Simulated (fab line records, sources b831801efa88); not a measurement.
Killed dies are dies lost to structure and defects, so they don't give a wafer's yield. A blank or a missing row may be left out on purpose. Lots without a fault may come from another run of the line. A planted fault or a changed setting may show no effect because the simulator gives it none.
One fault seen from 2 desks | flow sky130 | each desk has only its own numbers; what lay behind them comes last

THE METROLOGY DESK
What the gauges read, lot by lot, whatever tool the lot ran on: means of the sampled wafers that have a number. A lot is out of limits, marked OUT, if its mean lies more than 4 standard deviations from the usual mean; the brackets give that distance.
Columns: A = POLY_GATE_OVL at SKY_POLY_GATE_OVL_MEAS_14, usual -4 nm
lot  | first seen here | A
L698 | day 17 05:23    | -13
L701 | day 18 03:53    | 4
L702 | day 18 21:56    | -1
L705 | day 19 13:23    | 4
L707 | day 20 11:41    | -7
L711 | day 21 18:18    | -4
L712 | day 22 02:41    | -10
L714 | day 22 10:40    | -4
L715 | day 22 22:35    | -10
L716 | day 23 04:43    | -6
L717 | day 23 14:59    | 3
L718 | day 23 16:13    | -8
This desk's finding: nothing out of limits on any of the 12 lots.

THE TOOL OWNER'S DESK: implanter-02
The tool's own readings at SKY_LDD_HVP_IMPLANT_08: means of the sampled wafers that have a number, for each lot that ran on this tool. A lot is out of limits, marked OUT, if its mean lies more than 4 standard deviations from the usual mean; the brackets give that distance.
Columns: A = beam_on_s at SKY_LDD_HVP_IMPLANT_08, usual 10.02 s; B = end_station_pressure_torr at SKY_LDD_HVP_IMPLANT_08, usual 5.09e-06 Torr; C = faraday_current_uA at SKY_LDD_HVP_IMPLANT_08, usual 95.7; D = tilt_deg at SKY_LDD_HVP_IMPLANT_08, usual 17.898 degrees
lot  | first seen here | A                | B                          | C               | D
L702 | day 24 04:57    | 10.03            | 5.13e-06                   | 95.5            | 17.919
L705 | day 24 18:21    | 10.90 (+4.4) OUT | 6.22e-05 (+99 or more) OUT | 85.0 (-5.6) OUT | 17.921
L707 | day 25 17:30    | 10.74            | 6.18e-05 (+99 or more) OUT | 85.9 (-5.2) OUT | 17.910
L717 | day 28 15:09    | 10.02            | 5.04e-06                   | 95.8            | 17.915
This desk's finding: out of limits on L705, L707; first on L705, day 24 18:21 (beam_on_s at SKY_LDD_HVP_IMPLANT_08). In limits: L702, L717.

PUT TOGETHER
The tool owner's desk could have raised an alarm at day 24 18:21, on L705, L707.
The metrology desk saw nothing out of limits.
The metrology desk has L705, L707 on record, within its limits.
Of the lots named, all ran SKY_LDD_HVP_IMPLANT_08 on implanter-02.

WHAT THE SIMULATOR HAD PUT IN
Process parameter drift: implanter-02, from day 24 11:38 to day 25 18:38, at SKY_LDD_HVP_IMPLANT_08. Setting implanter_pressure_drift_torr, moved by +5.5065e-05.
Process parameter drift: implanter-02, from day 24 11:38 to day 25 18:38, at SKY_LDD_HVP_IMPLANT_08. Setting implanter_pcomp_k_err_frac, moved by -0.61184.
Lots struck among those shown: L705, L707.
Hours from the fault's start to each desk's first reading out of limits: the tool owner's desk, 7.
